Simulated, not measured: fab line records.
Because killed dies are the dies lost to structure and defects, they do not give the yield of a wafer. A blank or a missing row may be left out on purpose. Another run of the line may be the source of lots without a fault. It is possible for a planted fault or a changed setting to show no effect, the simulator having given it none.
Which of the tools did it? ; flow sky130 ; Sampling: 13 lots, 39 wafers, 4 of 708 route steps

WHAT THE GAUGES READ, wafer by wafer
SKY_NWELL_THK_MEAS_02.
lot;measured;on;NWELL_OXIDATION_THK (nm)
L916;day 2 12:13;film-metro-02;10.43 10.30 10.35
L918;day 2 22:40;film-metro-03;10.17 10.28 10.21
L919;day 3 03:51;film-metro-02;9.78 9.81 9.68
L920;day 3 11:58;film-metro-03;9.76 9.72 10.19
L921;day 3 17:27;film-metro-03;9.66 9.83 9.86
L922;day 3 21:32;film-metro-03;10.11 10.16 10.21
L923;day 3 23:41;film-metro-03;10.14 9.98 10.16
L924;day 4 04:55;film-metro-03;10.04 10.26 10.34
L928;day 5 04:53;film-metro-02;9.97 9.96 9.99
L936;day 7 08:14;film-metro-03;10.14 10.25 10.40
L937;day 7 08:15;film-metro-02;10.12 10.40 10.34
L938;day 7 12:03;film-metro-03;10.22 10.18 10.11
L939;day 8 20:25;film-metro-03;10.01 10.02 10.05

SKY_SONOS_ONO_THK_MEAS_03.
lot;measured;on;SONOS_ONO_CVD_02_THK (nm)
L916;day 11 05:53;film-metro-02;10.50 10.60 10.45
L918;day 11 16:53;film-metro-01;10.59 10.66 10.76
L919;day 12 08:01;film-metro-01;10.48 10.75 10.69
L920;day 12 17:15;film-metro-01;10.74 10.73 10.77
L921;day 13 01:32;film-metro-01;10.48 10.43 10.37
L922;day 13 07:44;film-metro-02;10.48 10.53 10.40
L923;day 13 14:52;film-metro-01;10.54 10.65 10.64
L924;day 13 17:43;film-metro-01;10.54 10.65 10.55
L928;day 15 08:01;film-metro-03;10.55 10.46 10.46
L936;day 19 00:28;film-metro-03;10.73 10.51 10.60
L937;day 18 18:54;film-metro-02;10.28 10.30 10.30
L938;day 19 02:46;film-metro-03;10.27 10.15 10.37
L939;day 21 02:47;film-metro-01;10.28 10.25 10.22

SKY_POLY_GATE_CD_MEAS_13 targets a cd of 150 nm.
lot;measured;on;cd-nm (nm)
L916;day 15 22:24;cd-sem-01;153.7 153.3 152.6
L918;day 16 09:28;cd-sem-02;147.1 149.4 147.5
L919;day 17 03:02;cd-sem-02;151.5 149.4 150.0
L920;day 17 13:57;cd-sem-01;150.5 151.1 150.2
L921;day 18 02:15;cd-sem-01;147.5 147.8 146.8
L922;day 18 06:03;cd-sem-02;152.1 151.0 152.0
L923;day 18 17:02;cd-sem-01;147.2 147.7 146.0
L924;day 18 20:07;cd-sem-01;148.2 147.2 148.2
L928;day 20 12:50;cd-sem-01;149.7 148.4 150.1
L936;day 24 10:37;cd-sem-01;150.5 150.7 150.9
L937;day 24 05:52;cd-sem-02;150.1 150.6 150.6
L938;day 24 12:37;cd-sem-01;153.4 152.8 150.8
L939;day 26 12:02;cd-sem-02;151.2 150.9 150.9

TOOL THAT RAN EACH LOT (tool first, then ch and the chambers of the sampled wafers, then the start)
lot;SKY_NWELL_EXPOSE_20
L916;iline-stepper-02 ch 0, day 4 22:38
L918;iline-stepper-01 ch 0, day 5 09:43
L919;iline-stepper-01 ch 0, day 5 16:34
L920;iline-stepper-02 ch 0, day 6 01:50
L921;iline-stepper-01 ch 0, day 6 07:20
L922;iline-stepper-01 ch 0, day 6 12:10
L923;iline-stepper-01 ch 0, day 6 14:18
L924;iline-stepper-01 ch 0, day 6 20:05
L928;iline-stepper-01 ch 0, day 7 18:12
L936;iline-stepper-01 ch 0, day 10 10:09
L937;iline-stepper-01 ch 0, day 10 09:34
L938;iline-stepper-01 ch 0, day 10 12:28
L939;iline-stepper-01 ch 0, day 12 02:18
- SKY_NWELL_EXPOSE_20: exposes mask NWM COMPLEMENT, target cd 840 nm.

WHAT THE TOOLS THEMSELVES READ (means of the sampled wafers that have a number; where no wafer has one, the mark that the record gives instead)
The record holds no such reading with a usual standard deviation.

THE ANSWER, worked out from the rows above alone
Rule: the usual values come from the lots themselves. The widest of any qualifying gaps counts: lots, ordered by their means at a reading, are off when they make up no more than a third of the lots, leave a main group of 4 or more, and stand apart from it by 3 or more times the standard deviation of that group's means. Not used: any main group whose means are identical at the precision the tables above print for the reading. A lot without any number at a reading at which 4 lots or more have one is off too. Any other lot the step has rows for is counted as sound. Order of review: gauges by route order, followed by the tools' own readings, for which a lot's mean as printed above is used. The first step at which some lot is off is used, and at that step the reading that is off furthest; a lot without a number counts as furthest.
None of the lots is off at any reading shown; this tells nothing.

WHAT THE SIMULATOR HAD INSERTED
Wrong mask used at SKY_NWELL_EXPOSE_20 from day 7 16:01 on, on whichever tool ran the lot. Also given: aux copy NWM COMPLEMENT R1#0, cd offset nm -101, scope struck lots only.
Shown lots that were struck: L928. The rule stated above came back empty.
